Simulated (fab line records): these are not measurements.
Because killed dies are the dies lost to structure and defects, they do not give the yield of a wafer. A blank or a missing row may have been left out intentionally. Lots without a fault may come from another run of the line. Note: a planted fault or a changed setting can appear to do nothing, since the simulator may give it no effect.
Struck lot and sound lot, side by side    flow sky130    42 out of 708 route steps
Sound: these wafers, L682.2, L682.4, L682.6. The struck wafers were L692.2, L692.3, L692.5. The cause is named last.
Order at every step that has rows: each side's tool, ch and its chambers, its first start. Under that, the readings that differ: sound wafers    struck wafers    difference of the means    sigmas: that difference in standard deviations of wafers without a fault.
alike: readings whose means differ by less than 2 such deviations, and words and numbers that are the same on both sides. not compared: withheld readings, readings that some wafer has no value for, bounds like >300 that may hide the same value, and numbers for which the record gives no deviation and whose values overlap.
Wherever a step has rows on one side only, a row that says differs or no value, or a row with sigmas, the two part there. Numbers that have no deviation but don't overlap get no sigmas and don't part them. A reading that every wafer of one side lacks parts them only if that side has two wafers or more.

SKY_SD_P_CD_MEAS_07: target cd 380 nm.
  sound on cd sem-01, day 29 12:13; struck on cd sem-02, day 32 21:28
reading     sound              struck             difference  sigmas
cd nm (nm)  377.9 379.0 378.3  384.6 383.8 381.8  +5.0        +2
SKY_SD_P_OVL_MEAS_08:
  sound on overlay-02, day 29 12:19; struck on overlay-01, day 32 21:34
  alike: SD_P_OVL
next, for these wafers, 1 step has no rows: SKY_SD_P_IMPLANT_09.
SKY_SD_P_STRIP_10: strips in O2/N2.
  sound on plasma asher-01 ch 0,1, day 29 12:30; struck on plasma asher-03 ch 0,1, day 32 21:45
  alike: drypump motor current A, oes product au, strip time to endpoint s
  not compared: rf hours counter h
SKY_SD_P_TW_MEAS_11:
  sound on film metro-03, day 29 12:37; struck on film metro-02, day 32 21:52
  alike: SD_P_TW
then, 7 steps without rows for these wafers: SKY_RES_XHIGH_DEHYDRATE_00 (time 60 s); SKY_RES_XHIGH_HMDS_01 (prime time 60 s); SKY_RES_XHIGH_COAT_02 (resist thk 1140 nm); SKY_RES_XHIGH_SOFTBAKE_03 (time 60 s); SKY_RES_XHIGH_EXPOSE_04 (exposes mask URPM, target cd 1270 nm); SKY_RES_XHIGH_PEB_05; SKY_RES_XHIGH_DEVELOP_06 (develop time 60 s).
SKY_RES_XHIGH_IMPLANT_07:
  sound on implanter-01 ch 0, day 30 15:58; struck on implanter-01 ch 0, day 34 00:17
SKY_RES_XHIGH_STRIP_08: strips in O2/N2.
  sound on plasma asher-04 ch 0,1, day 30 16:05; struck on plasma asher-02 ch 0, day 34 00:24
  alike: drypump motor current A, oes product au, strip time to endpoint s
  not compared: rf hours counter h
SKY_RES_XHIGH_TW_MEAS_09:
  sound on film metro-02, day 30 16:12; struck on film metro-03, day 34 00:31
  alike: RES_XHIGH_TW
then, 7 steps without rows for these wafers: SKY_SD_N_DEHYDRATE_00 (time 60 s); SKY_SD_N_HMDS_01 (prime time 60 s); SKY_SD_N_COAT_02 (resist thk 1140 nm); SKY_SD_N_SOFTBAKE_03 (time 60 s); SKY_SD_N_EXPOSE_04 (exposes mask NSDM, target cd 380 nm); SKY_SD_N_PEB_05; SKY_SD_N_DEVELOP_06 (develop time 60 s).
SKY_SD_N_CD_MEAS_07: target cd 380 nm.
  sound on cd sem-01, day 31 19:19; struck on cd sem-01, day 35 02:10
  alike: cd nm
SKY_SD_N_OVL_MEAS_08:
  sound on overlay-01, day 31 19:26; struck on overlay-02, day 35 02:16
  alike: SD_N_OVL
then, 2 steps without rows for these wafers: SKY_SD_N_IMPLANT_09; SKY_SD_N_IMPLANT_10.
SKY_SD_N_STRIP_11: strips in O2/N2.
  sound on plasma asher-02 ch 0,1, day 31 19:46; struck on plasma asher-03 ch 0,1, day 35 02:36
  alike: drypump motor current A, oes product au, strip time to endpoint s
  not compared: rf hours counter h
SKY_SD_N_TW_MEAS_12:
  sound on film metro-02, day 31 19:52; struck on film metro-01, day 35 02:43
reading  sound           struck          difference  sigmas
SD_N_TW  3910 3907 3921  3977 3985 3971  +65         +3
then, 1 step without rows for these wafers: SKY_SD_N_CLEAN_13 (cleans in SC1/SC2, time 150 s).
SKY_SD_N_RTA_14: time 2 s.
  sound on rtp anneal-02 ch 0, day 31 19:59; struck on rtp anneal-02 ch 0, day 35 02:49
  alike: lamp power pct, wafer_temp_C_max
SKY_SD_N_RS_MEAS_16: uses a four-point probe to measure.
  sound on film metro-02, day 31 20:10; struck on film metro-02, day 35 03:00
  alike: SD_N_RS
SKY_SD_N_RS_MEAS_17: uses a four-point probe to measure.
  sound on film metro-02, day 31 20:17; struck on film metro-02, day 35 03:07
  alike: SD_P_RS
SKY_SD_N_RS_MEAS_18: uses a four-point probe to measure.
  sound on film metro-02, day 31 20:24; struck on film metro-02, day 35 03:14
reading                sound              struck             difference  sigmas
RES_XHIGH_RS (ohm/sq)  333.1 332.1 331.7  337.4 336.3 335.7  +4.2        +3
then, 2 steps without rows for these wafers: SKY_SALICIDE_CLEAN_00 (cleans in HF-last, time 30 s); SKY_LI_CONTACT_HDPCVD_00 (deposits PSG, target thk 930 nm, time 155 s).
SKY_LI_CONTACT_THK_MEAS_01:
  sound on film metro-01, day 31 20:38; struck on film metro-03, day 35 03:28
  alike: LI_CONTACT_HDPCVD_THK
SKY_LI_CONTACT_CMP_02: polishes PSG.
  sound on cmp-02 ch 1,2,3, day 31 20:43; struck on cmp-01 ch 0,1,2, day 35 03:34
  alike: motor current A, slurry flow ml min, time to endpoint s
SKY_LI_CONTACT_BOW_MEAS_03:
  sound on film metro-01, day 31 21:02; struck on film metro-02, day 35 03:50
  alike: LI_CONTACT_BOW
then, 3 steps without rows for these wafers: SKY_LI_CONTACT_DEHYDRATE_04 (time 60 s); SKY_LI_CONTACT_HMDS_05 (prime time 60 s); SKY_LI_CONTACT_COAT_06 (resist thk 60 nm).
-- a jump in the record: the struck wafers' starts before and after are 16 days apart (it breaks off in module LI_CONTACT and resumes in module PAD_OPEN, where the first step shown is number 708 of the route) --
SKY_PAD_OPEN_PROBE_99:
  sound on prober-01, day 48 15:26; struck on prober-01, day 50 19:12
reading                                   sound              struck             difference  sigmas
killed at front end                       8 8 14             20 17 25           +11         +2
model.etest.res xhigh po.rs ohm sq range  59.66 57.24 48.02  322.4 331.2 345.4  +278.0      
  alike: killed_at_M0_to_M3, killed_at_M4_up, killed at contacts, killed at other, killed dies, killed open, killed short

== WHERE THEY PART ==
Last at SKY_PAD_OPEN_PROBE_99 as far as this record goes, first at SKY_SD_P_CD_MEAS_07.

WHY: what the simulator had put in
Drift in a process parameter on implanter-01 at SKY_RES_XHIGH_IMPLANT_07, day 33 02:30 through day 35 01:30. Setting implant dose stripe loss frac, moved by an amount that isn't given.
